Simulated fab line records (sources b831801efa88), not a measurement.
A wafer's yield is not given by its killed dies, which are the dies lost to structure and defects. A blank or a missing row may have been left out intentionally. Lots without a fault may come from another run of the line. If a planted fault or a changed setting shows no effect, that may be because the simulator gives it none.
Which tool did it?    flow gf180mcu    12 lots, 36 wafers sampled, at 5 steps of a route of 602

WHAT THE GAUGES SHOWED, per wafer
GF_CONTACT_THK_MEAS_26: measures by xrf.
lot   measured      on             CONTACT_W_THK (nm)
L738  day 16 09:46  film_metro-02  285 285 287
L740  day 16 18:10  film_metro-01  290 284 288
L739  day 16 20:35  film_metro-01  290 288 286
L748  day 20 04:42  film_metro-04  288 290 291
L749  day 20 12:38  film_metro-01  293 294 299
L751  day 21 01:41  film_metro-04  285 288 285
L752  day 21 05:24  film_metro-01  290 287 289
L753  day 21 18:05  film_metro-02  280 284 285
L754  day 22 01:02  film_metro-02  284 285 286
L755  day 22 11:59  film_metro-02  286 289 288
L756  day 22 16:51  film_metro-02  282 285 286
L761  day 24 05:47  film_metro-04  286 284 283

GF_M1_RS_MEAS_05: uses a four-point probe to measure.
lot   measured      on             M1_ALCU_RS (ohm/sq)
L738  day 16 10:20  film_metro-02  0.0691 0.0691 0.0695
L740  day 16 18:59  film_metro-01  0.0696 0.0695 0.0690
L739  day 16 21:10  film_metro-01  0.0696 0.0698 0.0715
L748  day 20 05:17  film_metro-02  0.0698 0.0709 0.0704
L749  day 20 13:15  film_metro-01  0.0689 0.0693 0.0689
L751  day 21 02:16  film_metro-03  0.0708 0.0704 0.0705
L752  day 21 06:00  film_metro-03  0.0697 0.0699 0.0698
L753  day 21 18:46  film_metro-02  0.0709 0.0709 0.0709
L754  day 22 01:37  film_metro-03  0.0697 0.0697 0.0681
L755  day 22 12:35  film_metro-03  0.0688 0.0686 0.0687
L756  day 22 17:27  film_metro-03  0.0695 0.0699 0.0706
L761  day 24 06:22  film_metro-03  0.0709 0.0700 0.0707

EACH LOT AND THE TOOL THAT RAN IT (in order: tool; ch and the chambers of the sampled wafers; start)
lot   GF_HV_LDD_COAT_26                  GF_HV_LDD_STRIP_37                    GF_CONTACT_STRIP_18
L738  litho_track-03 ch 0, day 11 08:45  plasma_asher-02 ch 0,1, day 11 19:07  plasma_asher-01 ch 0,1, day 16 09:07
L740  litho_track-02 ch 0, day 11 16:29  plasma_asher-03 ch 0,1, day 12 02:22  plasma_asher-01 ch 0,1, day 16 17:33
L739  litho_track-04 ch 0, day 11 16:33  plasma_asher-01 ch 0,1, day 12 02:38  plasma_asher-03 ch 0,1, day 16 19:58
L748  litho_track-02 ch 0, day 14 12:32  plasma_asher-02 ch 1, day 15 00:20    plasma_asher-01 ch 0,1, day 20 04:04
L749  litho_track-04 ch 0, day 14 20:34  plasma_asher-01 ch 0,1, day 15 08:11  plasma_asher-02 ch 0,1, day 20 11:55
L751  litho_track-04 ch 0, day 15 08:24  plasma_asher-03 ch 0,1, day 15 20:09  plasma_asher-02 ch 0,1, day 21 01:04
L752  litho_track-02 ch 0, day 15 12:11  plasma_asher-02 ch 0,1, day 16 00:20  plasma_asher-02 ch 0,1, day 21 04:47
L753  litho_track-02 ch 0, day 16 01:23  plasma_asher-03 ch 0, day 16 13:11    plasma_asher-01 ch 0, day 21 17:25
L754  litho_track-04 ch 0, day 16 08:39  plasma_asher-02 ch 0,1, day 16 20:59  plasma_asher-01 ch 0,1, day 22 00:25
L755  litho_track-03 ch 0, day 16 17:54  plasma_asher-01 ch 0,1, day 17 06:17  plasma_asher-01 ch 0,1, day 22 11:17
L756  litho_track-04 ch 0, day 16 20:39  plasma_asher-02 ch 0,1, day 17 08:47  plasma_asher-01 ch 0,1, day 22 16:15
L761  litho_track-03 ch 0, day 18 10:50  plasma_asher-02 ch 0,1, day 19 00:03  plasma_asher-02 ch 0,1, day 24 05:10
- GF_HV_LDD_COAT_26: resist thk 1000 nm.
- GF_HV_LDD_STRIP_37: strips in O2/N2.
- GF_CONTACT_STRIP_18: strips in O2/N2.

WHAT THE TOOLS THEMSELVES READ (means of the sampled wafers that have a number; where no wafer has one, the mark that the record gives instead)
GF_HV_LDD_COAT_26.
lot   tool            spin_speed_rpm (rpm)
L738  litho_track-03  3002.6
L740  litho_track-02  2998.4
L739  litho_track-04  2999.3
L748  litho_track-02  3000.4
L749  litho_track-04  3001.0
L751  litho_track-04  2998.2
L752  litho_track-02  2999.7
L753  litho_track-02  3000.8
L754  litho_track-04  3090.4
L755  litho_track-03  3000.6
L756  litho_track-04  3090.1
L761  litho_track-03  3000.7

GF_HV_LDD_STRIP_37.
lot   tool             drypump_motor_current_A (A)  heater_power_w (W)  n2_flow_sccm (sccm)  oes_product_au (a.u.)  strip_time_to_endpoint_s (s)
L738  plasma_asher-02  5.5                          313                 299.5                0.717                  12.67
L740  plasma_asher-03  5.8                          332                 299.8                0.716                  12.63
L739  plasma_asher-01  6.4                          363                 300.8                0.723                  12.67
L748  plasma_asher-02  5.9                          310                 299.8                0.718                  12.65
L749  plasma_asher-01  6.3                          364                 299.6                0.721                  12.67
L751  plasma_asher-03  5.8                          337                 300.4                0.714                  12.65
L752  plasma_asher-02  5.7                          310                 301.1                0.712                  12.67
L753  plasma_asher-03  6.0                          343                 298.6                0.719                  12.61
L754  plasma_asher-02  5.5                          321                 301.6                0.719                  12.48
L755  plasma_asher-01  6.1                          392                 299.3                0.715                  12.66
L756  plasma_asher-02  5.7                          315                 299.8                0.716                  12.48
L761  plasma_asher-02  5.7                          313                 299.6                0.712                  12.67

GF_CONTACT_STRIP_18.
lot   tool             drypump_motor_current_A (A)  heater_power_w (W)  n2_flow_sccm (sccm)  oes_product_au (a.u.)
L738  plasma_asher-01  6.3                          358                 299.6                0.575
L740  plasma_asher-01  6.1                          385                 299.8                0.579
L739  plasma_asher-03  5.8                          334                 299.8                0.583
L748  plasma_asher-01  6.3                          379                 299.2                0.574
L749  plasma_asher-02  5.5                          320                 299.6                0.575
L751  plasma_asher-02  5.7                          319                 300.9                0.577
L752  plasma_asher-02  5.7                          319                 299.9                0.571
L753  plasma_asher-01  5.8                          403                 299.3                0.583
L754  plasma_asher-01  6.3                          376                 300.3                0.574
L755  plasma_asher-01  6.1                          394                 299.6                0.578
L756  plasma_asher-01  6.1                          392                 299.1                0.576
L761  plasma_asher-02  5.7                          315                 300.4                0.578

THE ANSWER, worked out from the rows above alone
Rule: usual is defined by the lots themselves. The widest of any qualifying gaps counts: lots, ordered by their means at a reading, are off when they make up no more than a third of the lots, leave a main group of 4 or more, and stand apart from it by 3 or more times the standard deviation of that group's means. A main group whose means are all the same, to the digits that the tables above print for the reading, isn't used. A lot without any number at a reading at which 4 lots or more have one is off too. All remaining lots with rows at the step are treated as sound. Order of review: gauges by route order, followed by the tools' own readings, for which a lot's mean as printed above is used. At the first step where some lot is off, the reading lying furthest off is the one used; lots without a number count as furthest.
Off at GF_HV_LDD_COAT_26 (spin_speed_rpm): L754, L756. The main group has a mean of 3000.2 rpm with a standard deviation of 1.2.
If a tool, at that step or one of the process steps before it, ran each lot that is off and ran no sound lot following the first of them, it fits. One candidate fits, namely litho_track-04 at GF_HV_LDD_COAT_26. Its last sound lot is L751 (day 15 08:24), its first lot that is off L754 (day 16 08:39): a fault that began between those two fits.
The tool's own readings at GF_HV_LDD_COAT_26 bear it out: on the lots that are off they differ by more than 5 times the standard deviation of the sound lots' means. spin_speed_rpm reads 3090.2 rpm there against 3000.2 rpm on the sound lots.

WHAT HAD BEEN PUT IN BY THE SIMULATOR
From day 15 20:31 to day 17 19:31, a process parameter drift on litho_track-04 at GF_HV_LDD_COAT_26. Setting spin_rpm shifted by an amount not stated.
Shown lots that were struck: L754, L756. The rule above found the same.
